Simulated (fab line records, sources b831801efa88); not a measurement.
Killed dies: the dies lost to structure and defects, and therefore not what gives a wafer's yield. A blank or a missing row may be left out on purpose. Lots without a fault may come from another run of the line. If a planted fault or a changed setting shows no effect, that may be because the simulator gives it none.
fab line records	flow sfqLine
record: lots: 13	wafers: 38	lastDay: 73
route steps=325 shown I3@145 JJ@196 R5@213 I5@238
lots with no fault: from the same line, run without faults
startH: hours from the record's first day to the start of the lot's first wafer shown	waitH: hours from the lot's prior step to this one	" unchanged from the row above	L1.1+2: a single row standing in for several wafers	- no value present, or no start provided	* or withheld: withheld	< > ~ a bound
route shown NAME@n: NAME is a module with steps in the file, n the number in the route of the first one	usual: mean and standard deviation over wafers with no fault	same: alike in all rows	chamber/n: place in a boat	sites: each site's reading	_std_site: the standard deviation of these	_edge_site: inner sites' mean taken away from outer sites' mean	radiusMm: how far each site lies from the wafer's centre	mask NAME#n: copy n	behind: the most recent tool/chamber to have shaped the wafer	hold: the reason the lot was held/the length of the hold in hours/how it ended	device: the transistor (n, p or np) that didn't switch	end of line: tests run on the same wafers once the route is complete	a step with no rows: only its recipe	killed: dies lost to structure and defects at the first sort, not the wafer's yield	map: a wafer's dies, x killed, . not, _ none there
set.NAME: the setting as run; set.NAME@STEP: as run at that earlier step	model.NAME: the simulator's own value behind a step, which no gauge read
a sample of lots followed through the steps of the route, with each step as a table and each wafer as a row
services: when a tool's chamber went out of use (startH, in hours from the record's first day, below 0 if earlier), for how many hours, and the reason
== steps ==
step: SFQ_TRILAYER_I3_VIA_ETCH_VIA_ETCH_088
recipe: target: SiO2	stopOn: Nb	maskMaterial: PR	taperDeg: 20	chemistry: CHF3	targetDepthNm: 260	sourceW: 500	biasW: 80	pressureMtorr: 30	timeS: withheld
usual: drypumpMotorCurrentA: 5.84/0.28	oesProductAu: 0.855/0.0053
lot.wafer	tool	chamber	startH	waitH	drypumpMotorCurrentA	oesProductAu
L545.2	rieDiel-03	0	744.58	0.0	5.96	0.866
L545.3	"	3	"	"	5.23	0.858
L545.5	"	2	"	"	5.94	0.860
L546.2	rieDiel-02	0	749.38	0.0	6.02	0.862
L546.4	"	3	"	"	5.79	0.857
L546.6	"	2	"	"	6.11	0.863
L547.1	rieDiel-04	1	752.98	0.0	5.82	0.840
L547.3	"	3	"	"	5.82	0.850
L547.6	"	3	"	"	5.84	0.857
L548.1	rieDiel-03	3	758.98	0.0	5.24	0.855
L548.2	"	0	"	"	5.99	0.850
L548.6	"	3	"	"	5.22	0.848
L549.1	rieDiel-02	2	764.98	0.0	6.16	0.851
L549.3	"	1	"	"	6.12	0.851
L549.5	"	2	"	"	6.13	0.850
L550.1	rieDiel-03	2	767.50	0.0	5.96	0.859
L550.2	"	3	"	"	5.23	0.855
L550.3	"	1	"	"	6.10	0.868
L553.3	rieDiel-02	3	784.18	0.0	5.80	0.847
L553.4	"	1	"	"	6.12	0.853
L553.5	"	3	"	"	5.81	0.851
L554.1	rieDiel-04	3	796.18	0.0	5.80	0.867
L554.3	"	1	"	"	5.80	0.862
L554.6	"	3	"	"	5.80	0.853
L555.3	rieDiel-03	0	805.78	0.0	5.98	0.854
L555.5	"	1	"	"	6.07	0.860
L555.6	"	2	"	"	5.93	0.847
L556.1	rieDiel-04	0	811.58	0.0	5.72	0.858
L556.2	"	3	"	"	5.82	0.850
L556.6	"	0	"	"	5.73	0.852
L557.2	rieDiel-03	3	815.18	0.0	5.25	0.861
L557.5	"	3	"	"	5.25	0.849
L557.6	"	2	"	"	5.91	0.855
L560.1	rieDiel-04	0	837.33	0.0	5.71	0.853
L560.4	"	1	"	"	5.80	0.850
L560.5	"	0	"	"	5.71	0.853
L561.3	rieDiel-03	3	843.43	0.0	5.24	0.851
L561.4	"	2	"	"	5.95	0.854
step: SFQ_TRILAYER_JJ_CE_STRIP_STRIP_120
recipe: gas: O2	powerW: 200	platenTempC: 40	overashFraction: 0.65	chemistry: O2	pressureMtorr: 50
usual: drypumpMotorCurrentA: 5.8/0.36	oesProductAu: 1.003/0.011
same: overashFraction: 0.65
lot.wafer	tool	chamber	startH	waitH	drypumpMotorCurrentA	oesProductAu	rfHoursCounterH
L545.2	rieMetal-02	0	967.75	0.0	6.3	0.997	132
L545.3	"	0	"	"	6.3	0.993	-
L545.5	"	1	"	"	5.6	0.978	-
L546.2	rieMetal-02	1	971.35	0.0	5.6	0.987	152
L546.4	"	1	"	"	5.6	1.004	-
L546.6	"	0	"	"	6.3	1.001	-
L547.1	rieMetal-04	1	973.75	0.0	5.8	1.009	66
L547.3	"	1	"	"	5.8	1.016	-
L547.6	"	1	"	"	5.8	1.016	-
L548.1	rieMetal-04	0	981.95	0.0	6.0	1.011	84
L548.2	"	1	"	"	5.8	1.022	67
L548.6	"	1	"	"	5.9	1.022	-
L549.1	rieMetal-04	1	998.38	0.0	5.8	1.015	70
L549.3	"	1	"	"	5.8	1.016	-
L549.5	"	0	"	"	6.0	1.002	-
L550.1	rieMetal-02	0	998.75	0.0	6.4	0.986	138
L550.2	"	1	"	"	5.6	0.993	157
L550.3	"	0	"	"	6.4	0.994	-
L553.3	rieMetal-02	0	1015.75	0.2	6.3	0.996	-
L553.4	"	1	"	"	5.6	0.987	-
L553.5	"	1	"	"	5.6	0.995	-
L554.1	rieMetal-02	1	1019.15	0.0	5.6	0.996	159
L554.3	"	0	"	"	6.3	0.996	-
L554.6	"	1	"	"	5.6	0.986	-
L555.3	rieMetal-04	1	1026.55	0.2	5.8	1.019	-
L555.5	"	1	"	"	5.8	1.013	-
L555.6	"	0	"	"	6.0	1.009	-
L556.1	rieMetal-04	0	1044.38	0.0	6.0	0.991	93
L556.2	"	1	"	"	5.8	1.005	76
L556.6	"	0	"	"	6.0	1.001	-
L557.2	rieMetal-03	1	1062.38	0.0	5.3	0.997	87
L557.5	"	1	"	"	5.3	1.006	-
L557.6	"	0	"	"	5.1	1.029	-
L560.1	rieMetal-04	0	1077.98	0.0	6.0	1.001	99
L560.4	"	1	"	"	5.8	1.024	-
L560.5	"	0	"	"	6.0	1.009	-
L561.3	rieMetal-04	1	1081.78	0.2	5.8	1.009	-
L561.4	"	0	"	"	6.0	1.010	-
step: SFQ_TRILAYER_R5_DEP_SPUTTER_133
recipe: material: MoNx	basePressurePa: 1.33e-06	targetThkNm: 40	powerW: 1000	timeS: 66.7	chamberPressurePa: 0.4
usual: throttleValvePct: 30.0/1
lot.wafer	tool	chamber	startH	waitH	throttleValvePct
L545.2	pvdSputter-05	-	1124.81	0.0	31.1
L545.3	"	-	"	"	30.9
L545.5	"	-	"	"	31.0
L546.2	pvdSputter-06	-	1127.81	0.0	29.5
L546.4	"	-	"	"	29.0
L546.6	"	-	"	"	30.6
L547.1	pvdSputter-04	-	1130.81	0.0	29.3
L547.3	"	-	"	"	29.6
L547.6	"	-	"	"	29.3
L548.1	pvdSputter-05	-	1133.81	0.0	31.0
L548.2	"	-	"	"	30.9
L548.6	"	-	"	"	31.1
L549.1	pvdSputter-06	-	1151.81	0.0	30.6
L549.3	"	-	"	"	29.1
L549.5	"	-	"	"	29.1
L550.1	pvdSputter-05	-	1153.22	0.0	28.7
L550.2	"	-	"	"	31.2
L550.3	"	-	"	"	29.3
L553.3	pvdSputter-05	-	1171.22	0.0	28.3
L553.4	"	-	"	"	29.7
L553.5	"	-	"	"	29.8
L554.1	pvdSputter-05	-	1174.22	0.0	29.6
L554.3	"	-	"	"	31.0
L554.6	"	-	"	"	28.5
L555.3	pvdSputter-04	-	1184.81	0.0	29.5
L555.5	"	-	"	"	29.1
L555.6	"	-	"	"	31.6
L556.1	pvdSputter-05	-	1193.81	0.0	28.5
L556.2	"	-	"	"	30.8
L556.6	"	-	"	"	29.6
L557.2	pvdSputter-05	-	1208.81	0.0	29.7
L557.5	"	-	"	"	31.1
L557.6	"	-	"	"	28.3
L560.1	pvdSputter-04	-	1223.81	0.0	29.5
L560.4	"	-	"	"	29.7
L560.5	"	-	"	"	29.8
L561.3	pvdSputter-05	-	1226.81	0.0	30.9
L561.4	"	-	"	"	28.2
step: SFQ_R5_RS_MEAS_933
recipe: thkMeasGauge: four-point-probe	reads: Ti_of_TRILAYER_R5_DEP_SPUTTER_134+MoNx_of_TRILAYER_R5_DEP_SPUTTER_133+Ti_of_TRILAYER_R5_DEP_SPUTTER_132
usual: R5_MONX_RS: 7.04/0.09
lot.wafer	tool	chamber	startH	waitH	R5_MONX_RS[ohm/sq]
L545.2	filmMetro-03	-	1124.91	0.0	7.17
L545.3	"	-	"	"	7.08
L545.5	"	-	"	"	7.06
L546.2	filmMetro-03	-	1127.91	0.0	7.01
L546.4	"	-	"	"	7.12
L546.6	"	-	"	"	7.02
L547.1	filmMetro-03	-	1130.89	0.0	6.95
L547.3	"	-	"	"	6.97
L547.6	"	-	"	"	6.92
L548.1	filmMetro-04	-	1133.89	0.0	7.10
L548.2	"	-	"	"	7.12
L548.6	"	-	"	"	7.13
L549.1	filmMetro-03	-	1151.89	0.0	6.91
L549.3	"	-	"	"	7.01
L549.5	"	-	"	"	6.98
L550.1	filmMetro-01	-	1153.29	0.0	6.88
L550.2	"	-	"	"	6.99
L550.3	"	-	"	"	6.93
L553.3	filmMetro-01	-	1171.33	0.0	6.97
L553.4	"	-	"	"	6.99
L553.5	"	-	"	"	6.94
L554.1	filmMetro-01	-	1174.29	0.0	6.94
L554.3	"	-	"	"	7.02
L554.6	"	-	"	"	7.06
L555.3	filmMetro-01	-	1184.93	0.0	6.92
L555.5	"	-	"	"	6.99
L555.6	"	-	"	"	6.86
L556.1	filmMetro-03	-	1193.89	0.0	7.10
L556.2	"	-	"	"	7.14
L556.6	"	-	"	"	7.02
L557.2	filmMetro-03	-	1208.91	0.0	6.95
L557.5	"	-	"	"	7.06
L557.6	"	-	"	"	7.07
L560.1	filmMetro-01	-	1223.89	0.0	7.10
L560.4	"	-	"	"	7.07
L560.5	"	-	"	"	7.10
L561.3	filmMetro-01	-	1226.93	0.0	7.38
L561.4	"	-	"	"	7.11
step: SFQ_R5_THK_MEAS_934
recipe: thkMeasGauge: xrf	reads: MoNx_of_TRILAYER_R5_DEP_SPUTTER_133
usual: R5_MONX_THK: 40.7/0.54
lot.wafer	tool	chamber	startH	waitH	R5_MONX_THK[nm]
L545.2	filmMetro-03	-	1125.02	0.1	40.2
L545.3	"	-	"	"	40.6
L545.5	"	-	"	"	40.7
L546.2	filmMetro-03	-	1128.02	0.1	41.2
L546.4	"	-	"	"	40.5
L546.6	"	-	"	"	41.3
L547.1	filmMetro-03	-	1131.01	0.1	41.7
L547.3	"	-	"	"	41.2
L547.6	"	-	"	"	41.5
L548.1	filmMetro-04	-	1134.01	0.1	40.5
L548.2	"	-	"	"	40.5
L548.6	"	-	"	"	40.1
L549.1	filmMetro-03	-	1152.01	0.1	41.5
L549.3	"	-	"	"	40.8
L549.5	"	-	"	"	40.9
L550.1	filmMetro-01	-	1153.41	0.1	40.8
L550.2	"	-	"	"	41.0
L550.3	"	-	"	"	41.1
L553.3	filmMetro-01	-	1171.43	0.1	40.9
L553.4	"	-	"	"	40.8
L553.5	"	-	"	"	41.1
L554.1	filmMetro-01	-	1174.41	0.1	40.9
L554.3	"	-	"	"	40.7
L554.6	"	-	"	"	40.1
L555.3	filmMetro-01	-	1185.03	0.1	41.4
L555.5	"	-	"	"	41.2
L555.6	"	-	"	"	41.4
L556.1	filmMetro-03	-	1194.01	0.1	40.2
L556.2	"	-	"	"	40.2
L556.6	"	-	"	"	40.8
L557.2	filmMetro-03	-	1209.02	0.1	41.3
L557.5	"	-	"	"	40.6
L557.6	"	-	"	"	40.9
L560.1	filmMetro-01	-	1224.01	0.1	40.2
L560.4	"	-	"	"	40.6
L560.5	"	-	"	"	40.1
L561.3	filmMetro-01	-	1227.03	0.1	38.9
L561.4	"	-	"	"	40.2
step: SFQ_TRILAYER_I5_STRIP_STRIP_148
recipe: gas: O2	powerW: 200	platenTempC: 40	overashFraction: 0.65	chemistry: O2	pressureMtorr: 50
usual: drypumpMotorCurrentA: 5.6/0.49	oesProductAu: 1.001/0.012
same: overashFraction: 0.65
lot.wafer	tool	chamber	startH	waitH	drypumpMotorCurrentA	oesProductAu	rfHoursCounterH
L545.2	rieMetal-02	1	1240.16	-	5.6	0.994	24
L545.3	"	1	"	"	5.6	0.979	-
L545.5	"	1	"	"	5.6	0.991	-
L546.2	rieMetal-02	1	1242.56	-	5.6	0.972	25
L546.4	"	0	"	"	6.4	1.007	-
L546.6	"	1	"	"	5.6	0.978	-
L547.1	rieMetal-02	0	1247.36	-	6.3	1.018	11
L547.3	"	0	"	"	6.3	1.009	-
L547.6	"	1	"	"	5.6	0.990	-
L548.1	rieMetal-02	1	1249.76	-	5.6	0.988	26
L548.2	"	0	"	"	6.3	1.008	11
L548.6	"	1	"	"	5.6	0.988	-
L549.1	rieMetal-03	0	1278.73	-	5.1	1.013	137
L549.3	"	0	"	"	5.1	1.012	-
L549.5	"	1	"	"	5.3	1.003	-
L550.1	rieMetal-01	0	1279.93	-	5.0	0.985	53
L550.2	"	1	"	"	5.8	0.979	38
L550.3	"	1	"	"	5.8	0.988	-
L553.3	rieMetal-03	1	1302.93	-	5.3	1.005	-
L553.4	"	0	"	"	5.1	1.010	-
L553.5	"	0	"	"	5.1	1.021	-
L554.1	rieMetal-02	0	1303.93	-	6.4	1.024	21
L554.3	"	1	"	"	5.6	0.987	-
L554.6	"	1	"	"	5.6	0.994	-
L555.3	rieMetal-02	1	1313.73	-	5.6	0.994	-
L555.5	"	0	"	"	6.4	1.008	-
L555.6	"	1	"	"	5.6	0.990	-
L556.1	rieMetal-01	1	1324.13	-	5.8	1.005	50
L556.2	"	0	"	"	5.0	1.005	56
L556.6	"	1	"	"	5.8	1.000	-
L557.2	rieMetal-02	0	1344.08	-	6.3	1.011	28
L557.5	"	0	"	"	6.4	1.009	-
L557.6	"	1	"	"	5.6	0.987	-
L560.1	rieMetal-03	0	1365.68	-	5.1	1.022	152
L560.4	"	0	"	"	5.1	1.021	-
L560.5	"	0	"	"	5.1	1.023	-
L561.3	rieMetal-01	0	1374.38	-	5.0	0.986	-
L561.4	"	1	"	"	5.9	0.985	-
== services ==
tool	chamber	startH	hours	kind
rieDiel-03	0	734.08	5.2	repair
pvdSputter-05	-	743.54	2.0	repair
rieMetal-04	0	744.87	3.7	repair
pvdSputter-05	-	747.11	15.2	repair
pvdSputter-05	-	849.34	4.1	repair
rieMetal-04	0	894.63	3.3	repair
rieMetal-04	1	898.53	3.0	repair
rieDiel-03	3	912.72	14.6	repair
rieDiel-03	1	943.65	12.2	repair
pvdSputter-05	-	949.78	1.3	repair
rieDiel-03	2	975.44	8.4	repair
rieDiel-03	0	1017.74	4.7	repair
rieDiel-03	0	1035.15	1.3	repair
pvdSputter-05	-	1066.88	4.9	repair
rieMetal-02	-	1132.49	1.4	repair
rieDiel-03	2	1139.05	4.0	repair
rieMetal-02	-	1195.87	4.3	pm
rieMetal-02	0	1201.50	5.2	repair
rieDiel-03	-	1233.67	2.8	pm
rieMetal-04	-	1242.37	0.2	repair
rieDiel-03	0	1337.98	3.3	repair
rieDiel-03	0	1349.36	19.7	repair
pvdSputter-05	-	1362.29	5.1	repair
rieMetal-02	-	1365.36	0.4	repair
== key ==
firstSign: step: SFQ_R5_RS_MEAS_933	reading: R5_MONX_RS	direction: up	sigmas: 3.8	usual: 7.04	struck: 7.38
effect: step: SFQ_R5_THK_MEAS_934	reading: R5_MONX_THK	direction: down	sigmas: 3.4	usual: 40.7	struck: 38.9
metAt SFQ_TRILAYER_R5_DEP_SPUTTER_133
struckLots L561
struckWafers L561.3
notActingAt SFQ_TRILAYER_I3_VIA_ETCH_VIA_ETCH_088,SFQ_TRILAYER_JJ_CE_STRIP_STRIP_120,SFQ_TRILAYER_I5_STRIP_STRIP_148
onsetBetween 1208.81 1226.81
fault: kind: processParameterDrift	tool: pvdSputter-05	chamber: -	onsetH: 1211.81	steps: SFQ_TRILAYER_R5_DEP_SPUTTER_133	channel: timeS	offset: *	shape: step	endH: 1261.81	scope: struckWafersOnly	actsIn: *	stated: *
